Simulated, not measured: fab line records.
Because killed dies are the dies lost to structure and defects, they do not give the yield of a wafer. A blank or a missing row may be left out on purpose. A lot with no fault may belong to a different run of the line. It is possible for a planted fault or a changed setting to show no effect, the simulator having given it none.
Matching of chambers + flow gf180mcu + GF_V1_ETCH_16 on rie_diel-04 has 4 sister chambers
The step etches BARC in N2/H2. 4 wafers are shown with their chamber, then 10 later ones without.

## EACH WAFER AND ITS CHAMBER
| wafer  | chamber | drypump_motor_current_A (A) |
|--------|---------|-----------------------------|
| L083.3 | 0       | 6.0                         |
| L091.3 | 3       | 6.2                         |
| L092.1 | 1       | 6.3                         |
| L092.2 | 2       | 6.0                         |

## WAFERS WITHOUT THEIR CHAMBER
| wafer  | drypump_motor_current_A (A) |
|--------|-----------------------------|
| L092.6 | 6.0                         |
| L094.3 | 6.2                         |
| L094.4 | 6.2                         |
| L094.6 | 6.0                         |
| L095.2 | 6.2                         |
| L095.3 | 6.1                         |
| L095.6 | 6.0                         |
| L097.1 | 6.2                         |
| L097.4 | 6.0                         |
| L097.6 | 6.0                         |

## EACH ONE'S CHAMBER
| wafer  | from the rows above          | in truth                   |
|--------|------------------------------|----------------------------|
| L092.6 | can't be placed: 0 or 2      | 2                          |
| L094.3 | 3                            | 3                          |
| L094.4 | 3                            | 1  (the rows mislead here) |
| L094.6 | can't be placed: 0 or 2      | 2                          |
| L095.2 | 3                            | 3                          |
| L095.3 | can't be placed: 0 or 2 or 3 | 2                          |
| L095.6 | can't be placed: 0 or 2      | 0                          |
| L097.1 | 3                            | 3                          |
| L097.4 | can't be placed: 0 or 2      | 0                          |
| L097.6 | can't be placed: 0 or 2      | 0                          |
Correctly placed: 3 of 10. These rows do not allow placing 6 (true chamber among the candidates in 6). Placed wrongly: 1.
How it was worked out, from the rows above alone: a wafer's distance from a chamber is the root of the sum, over the readings, of the square of ((its reading less the chamber's mean) divided by the reading's scatter). If the next closest chamber is less than 2 further off than the closest, the wafer can't be placed; otherwise it belongs to the closest. The mean given for a chamber averages the wafers shown for that chamber. The scatter: root of mean squared gap, hidden wafer to nearest shown wafer, with one shown wafer a chamber.
